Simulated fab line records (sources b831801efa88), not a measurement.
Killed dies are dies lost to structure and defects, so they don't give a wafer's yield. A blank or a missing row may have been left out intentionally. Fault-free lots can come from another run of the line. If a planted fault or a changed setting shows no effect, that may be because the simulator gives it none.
8D (eight disciplines) problem report, filled in by code | flow sky130 | the parts of the form that need people (team, actions taken, sign-off) are left out

## 1. WHAT IS WRONG
killed_at_M0_to_M3 at SKY_PAD_OPEN_PROBE_99 reads a mean of 113 on 3 wafers of 2 lots; wafers without a fault read 43 with a standard deviation of 6.5. That puts it +11 standard deviations away from the usual mean.
Seen first at day 49 02:16 on prober-01, wafer L734.5. Wafers with a number at this step in the record: 7, from 3 lots. The rule behind "out" and "out of limits": a value lying over 4 standard deviations away from the usual mean. All remaining wafers that have a number are taken as sound.

## 2. WHAT IT IS, AND WHAT IT ISN'T
question                    | is                                                                                                | is not
which readings at this step | killed_at_M0_to_M3, defectLimitedYield, killedDies, sort_bin_3_pad_short, sortNPass, sortYieldPct | killed_at_M4_up, killedAtFrontEnd, killedAtOther, killedShort
which lots                  | L734, L735                                                                                        | L739
which wafers of those lots  | L734.5, L735.3, L735.6                                                                            | L734.3, L734.4, L735.2
read on which tools         | prober-01, prober-02                                                                              | -
when                        | from day 49 02:16                                                                                 | up to then (2 sound wafers); but 2 sound wafers of L735, L739 came after

## 3. SUSPECTS, AND WHAT RULES EACH OUT
Counting: a tool at a process step up to the reading stays a suspect if it ran every lot that is out. Sound lots after the first of them don't rule it out here, since some wafers of a struck lot are sound.
- pvdSputter-01 at SKY_METAL2_SPUTTER_02 (material AlCu, target thk 250 nm, time 13.3 s): kept. It ran every lot that is out, first L734 (day 38 06:30).
Remaining after the count: pvdSputter-01 at SKY_METAL2_SPUTTER_02.

## 4. THE CAUSE (what the simulator had put in)
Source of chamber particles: pvdSputter-01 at SKY_METAL2_SPUTTER_02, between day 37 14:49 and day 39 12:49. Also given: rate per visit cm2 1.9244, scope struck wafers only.
Only this tool survived the counting.

## 5. THE EFFECT CHAIN, in route order
Rows list readings where the struck wafers' mean (over those with a number) sits beyond 3 standard deviations from the usual. Only readings whose record carries a usual standard deviation are examined. hours: median over the lots of the time between each lot's start at the first step of this table that gives one and its start at this step. sigmas: the change, counted in usual standard deviations.
hours | step                  | reading              | usual  | on struck wafers | change | sigmas
0     | SKY_PAD_OPEN_PROBE_99 | defectLimitedYield   | 81.9 % | 70.3             | -11.6  | -5.8
0     | SKY_PAD_OPEN_PROBE_99 | killed_at_M0_to_M3   | 43     | 113              | +70    | +11
0     | SKY_PAD_OPEN_PROBE_99 | killedDies           | 89     | 146              | +57    | +5.9
0     | SKY_PAD_OPEN_PROBE_99 | sort_bin_3_pad_short | 0.9 %  | 5.3              | +4.4   | +12
0     | SKY_PAD_OPEN_PROBE_99 | sort_bin_5_function  | 10.7 % | 16.8             | +6.1   | +4.4
0     | SKY_PAD_OPEN_PROBE_99 | sortNPass            | 403    | 346              | -57    | -5.9
0     | SKY_PAD_OPEN_PROBE_99 | sortYieldPct         | 81.9 % | 70.3             | -11.6  | -5.8
Process steps it contains:
- SKY_PAD_OPEN_PROBE_99

## 6. HOW IT WOULD HAVE BEEN CAUGHT EARLIER
In this record the first reading out of limits was taken at day 49 02:16, 275 hours after the fault began at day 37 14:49.
No tool reading at SKY_METAL2_SPUTTER_02 that has a usual standard deviation in the record was out on any struck wafer, so an alarm limit of 4 standard deviations on those readings would not have fired.
Each of the lots that are out, 2 in all, had begun SKY_METAL2_SPUTTER_02 on pvdSputter-01 no later than day 49 02:16. Had the tool been put on hold then, not one of them would have been saved.
